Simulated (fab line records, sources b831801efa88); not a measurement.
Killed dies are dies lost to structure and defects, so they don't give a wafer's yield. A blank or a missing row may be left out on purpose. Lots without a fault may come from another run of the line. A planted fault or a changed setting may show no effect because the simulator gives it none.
One fault seen from 2 desks | flow sky130 | each desk has only its own numbers; what lay behind them comes last

THE METROLOGY DESK
What the gauges read, lot by lot, whatever tool the lot ran on: means of the sampled wafers that have a number. A lot is out of limits, marked OUT, if its mean lies more than 4 standard deviations from the usual mean; the brackets give that distance.
Columns: A = GATE_OXIDE_OVL at SKY_GATE_OXIDE_OVL_MEAS_10, usual -0.5 nm; B = GATE_OXIDE_TW at SKY_GATE_OXIDE_TW_MEAS_14, usual 222.1; C = POLY_GATE_CVD_00_THK at SKY_POLY_GATE_THK_MEAS_01, usual 179.9 nm; D = POLY_GATE_TW at SKY_RES_PROTECT_TW_MEAS_08, usual 4011; E = POLY_GATE_CVD_03_THK at SKY_POLY_GATE_THK_MEAS_04, usual 75.0 nm; F = cd_nm at SKY_POLY_GATE_CD_MEAS_13, usual 150.2 nm; G = POLY_GATE_OVL at SKY_POLY_GATE_OVL_MEAS_14, usual -1 nm
lot  | first seen here | A    | B     | C     | D    | E    | F     | G
L658 | day 14 00:04    | -1.5 | 221.8 | 179.0 | 3972 | 75.0 | 150.0 | -5
L662 | day 15 16:23    | -1.4 | 224.2 | 178.5 | 3975 | 74.4 | 148.3 | -4
L663 | day 15 19:52    | -1.3 | 224.1 | 179.9 | 4012 | 75.2 | 149.1 | 0
L668 | day 17 15:21    | 0.3  | 219.1 | 180.5 | 4028 | 75.5 | 149.2 | -3
L670 | day 18 02:37    | 0.2  | 222.0 | 178.2 | 4052 | 75.2 | 152.5 | -2
L678 | day 21 00:52    | 0.1  | 220.9 | 181.8 | 4036 | 75.0 | 148.7 | 0
This desk's finding: nothing out of limits on any of the 6 lots.

THE TOOL OWNER'S DESK: furnace-02
The tool's own readings at SKY_GATE_OXIDE_OXIDATION_16 (stabilise 600 s, purge 300 s, target thk 3.57 nm): means of the sampled wafers that have a number, for each lot that ran on this tool. A lot is out of limits, marked OUT, if its mean lies more than 4 standard deviations from the usual mean; the brackets give that distance.
Columns: A = spike_tc_lower_C at SKY_GATE_OXIDE_OXIDATION_16, usual 809.7 C; B = zone_power_upper_pct at SKY_GATE_OXIDE_OXIDATION_16, usual 14.0 %
lot  | first seen here | A     | B
L663 | day 15 20:27    | 807.7 | 14.7
L668 | day 17 16:05    | 807.7 | 14.7
L670 | day 18 03:06    | 808.2 | 14.7
This desk's finding: nothing out of limits on any of the 3 lots.

PUT TOGETHER
The metrology desk saw nothing out of limits.
The tool owner's desk saw nothing out of limits.

WHAT THE SIMULATOR HAD PUT IN
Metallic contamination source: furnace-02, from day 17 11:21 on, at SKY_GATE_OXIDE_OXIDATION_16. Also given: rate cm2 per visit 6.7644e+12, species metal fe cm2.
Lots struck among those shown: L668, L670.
